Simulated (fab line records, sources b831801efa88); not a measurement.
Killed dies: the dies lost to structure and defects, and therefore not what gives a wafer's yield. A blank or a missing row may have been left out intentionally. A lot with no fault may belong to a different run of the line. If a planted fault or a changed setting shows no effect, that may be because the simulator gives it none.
Which tool did it? | flow gf180mcu | 14 lots, 42 wafers sampled, at 4 steps of a route of 602

== WHAT THE GAUGES READ, wafer by wafer ==
GF_STI_THK_MEAS_22. Usual: STI_OXIDATION_01_THK gives 14.93 nm (standard deviation 0.29).
lot  | measured    | on            | STI_OXIDATION_01_THK (nm) | flag
L694 | day 2 06:20 | film_metro-03 | 14.50 14.40 14.59         |
L695 | day 2 11:50 | film_metro-03 | 14.83 14.71 14.43         |
L696 | day 2 16:13 | film_metro-03 | 15.03 14.97 15.18         |
L698 | day 3 03:25 | film_metro-02 | 14.61 14.65 14.90         |
L699 | day 3 11:38 | film_metro-02 | 14.59 14.60 14.59         |
L700 | day 3 11:38 | film_metro-03 | 15.26 15.12 15.50         |
L701 | day 3 20:46 | film_metro-03 | 15.01 14.80 14.89         |
L702 | day 3 22:44 | film_metro-02 | 15.03 15.16 15.33         |
L704 | day 4 12:46 | film_metro-04 | 15.04 15.19 15.15         |
L709 | day 5 12:33 | film_metro-04 | 15.03 15.00 14.96         |
L711 | day 5 21:35 | film_metro-02 | 15.17 15.22 15.23         |
L714 | day 6 13:51 | film_metro-04 | 14.84 14.83 14.87         |
L715 | day 6 23:37 | film_metro-04 | 14.74 14.61 14.59         |
L716 | day 6 23:37 | film_metro-03 | 14.95 14.64 14.51         |

GF_LVPWELL_OVL_MEAS_07. Usual: LVPWELL_OVL gives 0.3 nm (standard deviation 1.4).
lot  | measured    | on         | LVPWELL_OVL (nm)     | flag
L694 | day 4 02:48 | overlay-01 | -0.3 -2.6 -1.9       |
L695 | day 4 09:12 | overlay-02 | 0.1 -0.9 0.0         |
L696 | day 4 10:20 | overlay-02 | -2.2 -1.7 -0.4       |
L698 | day 4 21:14 | overlay-01 | -1.9 -0.8 -1.6       |
L699 | day 5 14:11 | overlay-01 | -1.2 -1.2 -3.1       |
L700 | day 5 14:17 | overlay-01 | 0.9 0.3 1.7          |
L701 | day 5 17:50 | overlay-01 | -148.7 -149.6 -149.6 | OFF
L702 | day 5 20:26 | overlay-02 | -150.4 -150.8 -149.2 | OFF
L704 | day 6 09:32 | overlay-02 | 2.5 2.4 1.3          |
L709 | day 7 12:59 | overlay-01 | 1.1 -0.2 1.2         |
L711 | day 7 21:39 | overlay-01 | -1.3 -0.2 -2.6       |
L714 | day 8 19:35 | overlay-01 | 0.4 -0.2 0.3         |
L715 | day 9 05:11 | overlay-02 | -3.3 0.2 -2.0        |
L716 | day 9 03:53 | overlay-02 | -0.1 -0.3 0.3        |

GF_CONTACT_THK_MEAS_26: measures by xrf. Usual: CONTACT_W_THK gives 308 nm (standard deviation 4.3).
lot  | measured     | on            | CONTACT_W_THK (nm) | flag
L694 | day 16 07:40 | film_metro-01 | 308 306 304        |
L695 | day 16 14:16 | film_metro-03 | 301 295 302        |
L696 | day 16 15:47 | film_metro-02 | 311 315 311        |
L698 | day 17 06:47 | film_metro-01 | 298 304 298        |
L699 | day 18 14:04 | film_metro-01 | 318 314 310        |
L700 | day 18 13:33 | film_metro-01 | 303 307 310        |
L701 | day 18 19:45 | film_metro-01 | 311 311 312        |
L702 | day 19 00:15 | film_metro-02 | 310 312 313        |
L704 | day 20 03:44 | film_metro-03 | 311 307 303        |
L709 | day 22 02:34 | film_metro-03 | 302 308 306        |
L711 | day 22 20:50 | film_metro-02 | 307 304 305        |
L714 | day 23 22:05 | film_metro-02 | 302 307 305        |
L715 | day 24 03:37 | film_metro-03 | 306 301 303        |
L716 | day 24 01:36 | film_metro-01 | 307 303 309        |

== EACH LOT AND THE TOOL THAT RAN IT (in order: tool; ch and the chambers of the sampled wafers; start) ==
lot  | GF_LVPWELL_EXPOSE_04
L694 | iline_stepper-01 ch 0, day 3 20:22
L695 | iline_stepper-02 ch 0, day 4 02:44
L696 | iline_stepper-01 ch 0, day 4 03:28
L698 | iline_stepper-01 ch 0, day 4 14:27
L699 | iline_stepper-02 ch 0, day 5 06:43
L700 | iline_stepper-01 ch 0, day 5 07:03
L701 | iline_stepper-01 ch 0, day 5 11:32
L702 | iline_stepper-01 ch 0, day 5 14:17
L704 | iline_stepper-02 ch 0, day 6 02:36
L709 | iline_stepper-02 ch 0, day 7 05:20
L711 | iline_stepper-02 ch 0, day 7 13:51
L714 | iline_stepper-02 ch 0, day 8 11:49
L715 | iline_stepper-02 ch 0, day 8 20:44
L716 | iline_stepper-02 ch 0, day 8 19:20
- GF_LVPWELL_EXPOSE_04: exposes mask LVPWELL, target cd 600 nm.

== WHAT THE TOOLS THEMSELVES READ (means of the sampled wafers that have a number; where no wafer has one, the mark that the record gives instead) ==
The record holds no such reading with a usual standard deviation.

== THE ANSWER, worked out from the rows above alone ==
Rule: take the mean of a lot's wafers that have a number; if it is more than 3 standard deviations from the usual mean, the lot is off. Also off: a lot with no number at a reading for which 4 or more lots have one. Any other lot the step has rows for is counted as sound. Order of review: gauges by route order, followed by the tools' own readings, for which a lot's mean as printed above is used. The first step at which some lot is off is used, and at that step the reading that is off furthest; a lot without a number counts as furthest.
Off: L701, L702, at GF_LVPWELL_OVL_MEAS_07 (LVPWELL_OVL).
If a tool, at a process step before that reading, ran all the lots that are off and no sound lot after the first of them, it fits. Those tools and the gauges at GF_LVPWELL_OVL_MEAS_07 are tried in the same way. One fits: iline_stepper-01 at GF_LVPWELL_EXPOSE_04. A fault onset in the window from L700 (day 5 07:03, its last sound lot) to L701 (day 5 11:32, its first lot off) fits.

== WHAT THE SIMULATOR HAD PUT IN ==
Scanner matching overlay: iline_stepper-01, from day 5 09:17 on, at GF_LVPWELL_EXPOSE_04. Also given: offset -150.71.
Struck lots among those shown: L701, L702. The rule above reached the same finding.
